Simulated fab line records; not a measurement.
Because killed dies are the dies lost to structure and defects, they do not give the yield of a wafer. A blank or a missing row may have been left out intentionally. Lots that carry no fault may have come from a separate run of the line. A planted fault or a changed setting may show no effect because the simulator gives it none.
8D (eight disciplines) problem report, filled in by code | flow gf180mcu | the parts of the form that need people (team, actions taken, sign-off) are left out

1. WHAT IS WRONG
DUAL_GATE_OVL at GF_DUAL_GATE_OVL_MEAS_11 reads a mean of 70.9 nm on 6 wafers of 2 lots; wafers without a fault read -1.5 nm with a standard deviation of 1.5. That puts it +48 standard deviations away from the usual mean.
First observed at day 14 12:21: wafer L727.1, on overlay-02. The record holds 42 wafers of 14 lots with a number at this step. Rule for "out" (also "out of limits"): further than 4 standard deviations from the usual mean. The other wafers with a number count as sound.

2. WHAT IT IS; WHAT IT IS NOT
question                    | is                     | is not
which readings at this step | DUAL_GATE_OVL          | -
which lots                  | L727, L728             | L706, L707, L708, L709, L712, L714, L716, L718, L719, L721, L723, L726
which wafers of those lots  | all that have a number | -
read on which gauges        | overlay-02             | overlay-01
when                        | from day 14 12:21      | up to then (36 sound wafers)

3. SUSPECTS, AND WHAT RULES EACH OUT
Counting: a tool at any process step up to the reading remains a suspect when it ran all the lots that are out and ran no sound lot after the first of those.
- the gauge at GF_DUAL_GATE_OVL_MEAS_11: kept. All the wafers that are out were read on overlay-02, and no step on other tools shows them out.
- ilineStepper-01 at GF_DUAL_GATE_EXPOSE_08 (exposes mask Dualgate, target cd 700 nm): kept. It processed each lot that is out, first L727 at day 14 02:02, and no sound lot thereafter; up to then, the last sound lot it processed was L723 at day 12 19:16.
After counting, ilineStepper-01 at GF_DUAL_GATE_EXPOSE_08 and overlay-02 at GF_DUAL_GATE_OVL_MEAS_11 remain.

4. THE CAUSE (what the simulator had put in)
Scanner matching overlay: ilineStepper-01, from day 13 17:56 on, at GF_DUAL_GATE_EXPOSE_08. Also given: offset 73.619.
This tool is one of the 2 suspects left after counting.

5. SEQUENCE OF EFFECTS, ordered by route
Rows list readings where the struck wafers' mean (over those with a number) sits beyond 3 standard deviations from the usual. Scope: only readings with a usual standard deviation given in the record; hours: median across lots of the time from each lot's start at the first step in this table that gives one to its start at this step; sigmas: change in usual standard deviations.
hours | step                     | reading       | usual   | on struck wafers | change | sigmas
0     | GF_DUAL_GATE_OVL_MEAS_11 | DUAL_GATE_OVL | -1.5 nm | 70.9             | +72.4  | +48
At these later measuring or inspecting steps, every struck wafer for which the step has a row has a number for every such reading, and none has moved that far: GF_POLY_GATE_CD_MEAS_10, GF_HV_LDD_CD_MEAS_19.

6. HOW IT WOULD HAVE BEEN CAUGHT EARLIER
In this record the first reading out of limits at a measuring or inspecting step was taken at day 14 12:21, 18 hours after the fault began at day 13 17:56.
Lots out: 2; all had begun GF_DUAL_GATE_EXPOSE_08 on ilineStepper-01 by day 14 12:21. A hold on the tool at that time would have spared none of them.
